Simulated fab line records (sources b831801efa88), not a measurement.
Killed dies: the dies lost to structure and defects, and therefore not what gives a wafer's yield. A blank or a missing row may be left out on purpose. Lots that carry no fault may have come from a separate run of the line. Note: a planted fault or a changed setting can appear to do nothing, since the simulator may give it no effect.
Which tool was responsible? || flow sfq_line || 18 wafers from 6 lots sampled at 3 of the route's 325 steps

WHAT THE GAUGES SHOWED, per wafer
SFQ_M2_RS_MEAS_914: uses a four-point probe to measure.
{"lot": "L332", "measured": "day 18 13:25", "on": "film_metro-01", "M2_NB_RS (ohm/sq)": "0.895 0.886 0.902"}
{"lot": "L338", "measured": "day 20 10:11", "on": "film_metro-04", "M2_NB_RS (ohm/sq)": "2.635 0.908 0.910"}
{"lot": "L342", "measured": "day 21 20:05", "on": "film_metro-04", "M2_NB_RS (ohm/sq)": "0.893 0.900 0.882"}
{"lot": "L346", "measured": "day 23 07:29", "on": "film_metro-01", "M2_NB_RS (ohm/sq)": "0.880 0.882 0.883"}
{"lot": "L348", "measured": "day 24 02:17", "on": "film_metro-03", "M2_NB_RS (ohm/sq)": "0.898 0.886 0.895"}
{"lot": "L350", "measured": "day 24 22:46", "on": "film_metro-03", "M2_NB_RS (ohm/sq)": "0.887 0.891 0.886"}

TOOL THAT RAN EACH LOT (tool first, then ch and the chambers of the sampled wafers, then the start)
{"lot": "L332", "SFQ_TRILAYER_L0_BARC_OPEN_METAL_ETCH_010": "rie_metal-01 ch 0, day 3 02:53", "SFQ_TRILAYER_M2_DEP_SPUTTER_055": "pvd_sputter-05, day 18 13:19"}
{"lot": "L338", "SFQ_TRILAYER_L0_BARC_OPEN_METAL_ETCH_010": "rie_metal-04 ch 0,1, day 4 05:19", "SFQ_TRILAYER_M2_DEP_SPUTTER_055": "pvd_sputter-04, day 20 10:02"}
{"lot": "L342", "SFQ_TRILAYER_L0_BARC_OPEN_METAL_ETCH_010": "rie_metal-04 ch 0,1, day 5 02:53", "SFQ_TRILAYER_M2_DEP_SPUTTER_055": "pvd_sputter-03, day 21 20:00"}
{"lot": "L346", "SFQ_TRILAYER_L0_BARC_OPEN_METAL_ETCH_010": "rie_metal-01 ch 0,1, day 5 19:41", "SFQ_TRILAYER_M2_DEP_SPUTTER_055": "pvd_sputter-04, day 23 07:24"}
{"lot": "L348", "SFQ_TRILAYER_L0_BARC_OPEN_METAL_ETCH_010": "rie_metal-01 ch 0,1, day 6 06:29", "SFQ_TRILAYER_M2_DEP_SPUTTER_055": "pvd_sputter-03, day 24 02:10"}
{"lot": "L350", "SFQ_TRILAYER_L0_BARC_OPEN_METAL_ETCH_010": "rie_metal-02 ch 0,1, day 6 14:53", "SFQ_TRILAYER_M2_DEP_SPUTTER_055": "pvd_sputter-05, day 24 22:40"}
- SFQ_TRILAYER_L0_BARC_OPEN_METAL_ETCH_010: etches BARC in O2, target depth 125 nm, time 41.7 s.
- SFQ_TRILAYER_M2_DEP_SPUTTER_055: material Nb, target thk 200 nm, time 133.3 s.

THE ANSWER, worked out from the rows above alone
Rule: what is usual is taken from the lots themselves. Put in order of their means at a reading, lots are off if they are a third of the lots or fewer, leave a main group of 4 or more, and stand apart from it by a gap of 3 or more times the standard deviation of the main group's means; of several such gaps the widest counts. The tables above print the reading to a certain number of digits; a main group whose means all agree to those digits is not used. A lot without any number at a reading at which 4 lots or more have one is off too. The other lots that the step has rows for count as sound.
Off: at SFQ_M2_RS_MEAS_914 (M2_NB_RS), L338. Mean 0.890 ohm/sq and standard deviation 0.0046 in the main group.
A tool fits if, at a process step before that reading, it ran every lot that is off, and no sound lot after the first of them. Those tools and the gauges at SFQ_M2_RS_MEAS_914 are tried in the same way. Not one of the candidates tried fits.

WHAT THE SIMULATOR PUT IN
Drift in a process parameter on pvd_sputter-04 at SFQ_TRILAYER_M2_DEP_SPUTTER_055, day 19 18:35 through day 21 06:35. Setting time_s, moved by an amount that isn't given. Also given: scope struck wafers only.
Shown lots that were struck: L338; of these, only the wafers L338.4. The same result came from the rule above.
